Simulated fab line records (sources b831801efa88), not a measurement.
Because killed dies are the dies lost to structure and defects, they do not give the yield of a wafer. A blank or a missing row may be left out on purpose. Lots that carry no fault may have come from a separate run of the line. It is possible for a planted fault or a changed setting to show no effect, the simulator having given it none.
A single fault, viewed from 2 desks / flow sky130 / numbers are kept per desk, each desk with only its own; the story behind them comes last

## DESK OF THE TOOL OWNER: implanter-01
The tool's own readings at SKY_LDD_LDN_IMPLANT_08, given as means over the sampled wafers that have a number, one for each lot that went through this tool. The brackets show how far a lot's mean lies from the usual mean; more than 4 standard deviations puts the lot out of limits, marked OUT.
Columns: A = dose-ions-cm2 at SKY_LDD_LDN_IMPLANT_08, usual 1.2498e+13
lot=L784; first seen here=day 24 03:42; A=1.2494e+13
lot=L795; first seen here=day 27 17:21; A=1.2482e+13
lot=L797; first seen here=day 28 08:47; A=1.2492e+13
This desk's verdict: no lot among the 3 shows anything out of limits.

## FROM THE METROLOGY DESK
Means of the sampled wafers that have a number, per lot and without regard to the tool the lot ran on: this is what the gauges read. The brackets show how far a lot's mean lies from the usual mean; more than 4 standard deviations puts the lot out of limits, marked OUT.
Columns: A = LDD_HVP_OVL at SKY_LDD_HVP_OVL_MEAS_07, usual -0.4 nm; B = LDD_HVP_TW at SKY_LDD_HVP_TW_MEAS_10, usual 459; C = LDD_LDN_OVL at SKY_LDD_LDN_OVL_MEAS_07, usual -0.6 nm; D = LDD_LDN_TW at SKY_LDD_LDN_TW_MEAS_13, usual 1475; E = SPACER_CVD_00_THK at SKY_SPACER_THK_MEAS_01, usual 43.0 nm; F = cd-nm at SKY_POLY_CUT_CD_MEAS_08, usual 270.0 nm; G = POLY_CUT_OVL at SKY_POLY_CUT_OVL_MEAS_09, usual -3 nm
lot=L785; first seen here=day 22 18:47; A=-0.2; B=453; C=-1.4; D=1485; E=42.4; F=270.7; G=-6
lot=L784; first seen here=day 22 22:13; A=0.7; B=464; C=-1.8; D=1486; E=43.0; F=271.4; G=6
lot=L795; first seen here=day 26 11:37; A=-1.5; B=453; C=0.5; D=1461; E=43.0; F=267.7; G=-3
lot=L797; first seen here=day 27 04:13; A=-0.6; B=452; C=-0.3; D=1479; E=42.9; F=270.0; G=3
lot=L801; first seen here=day 28 03:04; A=-1.1; B=450; C=-0.2; D=1484; E=42.7; F=269.1; G=5
lot=L803; first seen here=day 28 15:50; A=-0.4; B=467; C=-2.1; D=1478; E=43.0; F=270.9; G=6
This desk's verdict: no lot among the 6 shows anything out of limits.

## PUT TOGETHER
The desk of the tool owner found nothing out of limits.
Metrology desk: nothing out of limits seen.

## WHAT HAD BEEN PUT IN BY THE SIMULATOR
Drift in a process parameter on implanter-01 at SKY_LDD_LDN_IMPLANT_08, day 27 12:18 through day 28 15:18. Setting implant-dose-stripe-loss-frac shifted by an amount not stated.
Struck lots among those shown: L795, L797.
